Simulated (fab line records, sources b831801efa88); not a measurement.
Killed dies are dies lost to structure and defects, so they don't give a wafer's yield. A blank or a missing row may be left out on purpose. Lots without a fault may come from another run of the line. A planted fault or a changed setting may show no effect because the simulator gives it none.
Which tool did it? | flow sky130 | 10 lots, 30 wafers sampled, at 2 steps of a route of 708

WHAT THE GAUGES READ, wafer by wafer
SKY_VIA2_THK_MEAS_23: measures by xrf. Usual: VIA2_W_THK 410 nm, standard deviation 8.5.
lot  | measured     | on            | VIA2_W_THK (nm) | flag
L355 | day 36 16:09 | film_metro-01 | 394 396 397     |
L356 | day 37 11:30 | film_metro-01 | 414 401 413     |
L357 | day 37 16:16 | film_metro-03 | 406 417 409     |
L363 | day 39 04:47 | film_metro-01 | 410 405 407     |
L365 | day 40 01:41 | film_metro-01 | 404 396 403     |
L369 | day 41 05:37 | film_metro-01 | 407 402 414     |
L370 | day 41 18:05 | film_metro-04 | 425 418 421     |
L371 | day 42 10:41 | film_metro-01 | 413 400 416     |
L375 | day 42 19:16 | film_metro-04 | 422 427 418     |
L376 | day 42 23:28 | film_metro-03 | 410 423 409     |

WHICH TOOL RAN EACH LOT (tool, then ch and the chambers of the sampled wafers, then the start)
lot  | SKY_METAL1_ETCH_18
L355 | rie_metal-01 ch 1, day 33 02:00
L356 | rie_metal-01 ch 0,1, day 33 22:46
L357 | rie_metal-01 ch 0,1, day 34 02:19
L363 | rie_metal-03 ch 1, day 35 17:16
L365 | rie_metal-02 ch 1, day 36 15:29
L369 | rie_metal-03 ch 0,1, day 37 22:02
L370 | rie_metal-02 ch 0,1, day 38 11:19
L371 | rie_metal-01 ch 0,1, day 39 03:26
L375 | rie_metal-02 ch 0,1, day 39 15:40
L376 | rie_metal-01 ch 0,1, day 39 16:37
- SKY_METAL1_ETCH_18: etches BARC in N2/H2, stops on SiO2, time 45.9 s, target depth 60 nm.

WHAT THE TOOLS THEMSELVES READ (means of the sampled wafers that have a number; where no wafer has one, the mark that the record gives instead)
SKY_METAL1_ETCH_18. Usual: bias_w 100.01 W, standard deviation 0.29; drypump_motor_current_A 5.8 A, standard deviation 0.44; oes_product_au 0.856 a.u., standard deviation 0.0049; throttle_valve_pct 13.224 %, standard deviation 0.0095.
lot  | tool         | bias_w (W) | drypump_motor_current_A (A) | oes_product_au (a.u.) | throttle_valve_pct (%) | flag
L355 | rie_metal-01 | 99.93      | 5.3                         | 0.854                 | 13.220                 |
L356 | rie_metal-01 | 100.02     | 6.0                         | 0.856                 | 13.223                 |
L357 | rie_metal-01 | 99.91      | 5.7                         | 0.855                 | 13.227                 |
L363 | rie_metal-03 | 100.33     | 6.1                         | 0.856                 | 13.225                 |
L365 | rie_metal-02 | 100.06     | 5.8                         | 0.854                 | 13.225                 |
L369 | rie_metal-03 | 99.95      | 5.8                         | 0.850                 | 13.227                 |
L370 | rie_metal-02 | 99.94      | 5.7                         | 0.852                 | 13.225                 |
L371 | rie_metal-01 | 100.29     | 6.0                         | 0.857                 | 13.223                 |
L375 | rie_metal-02 | 100.13     | 5.7                         | 0.857                 | 13.223                 |
L376 | rie_metal-01 | 99.92      | 5.7                         | 0.859                 | 13.226                 |

THE ANSWER, worked out from the rows above alone
Rule: a lot is off if the mean of its wafers that have a number lies more than 3 standard deviations from the usual mean. A lot without any number at a reading at which 4 lots or more have one is off too. The other lots that the step has rows for count as sound. The gauges are gone through in route order, then the tools' own readings, and for those a lot's mean is taken as printed above. The first step at which some lot is off is used, and at that step the reading that is off furthest; a lot without a number counts as furthest.
No lot is off at any reading shown: from this, nothing can be told.

WHAT THE SIMULATOR HAD PUT IN
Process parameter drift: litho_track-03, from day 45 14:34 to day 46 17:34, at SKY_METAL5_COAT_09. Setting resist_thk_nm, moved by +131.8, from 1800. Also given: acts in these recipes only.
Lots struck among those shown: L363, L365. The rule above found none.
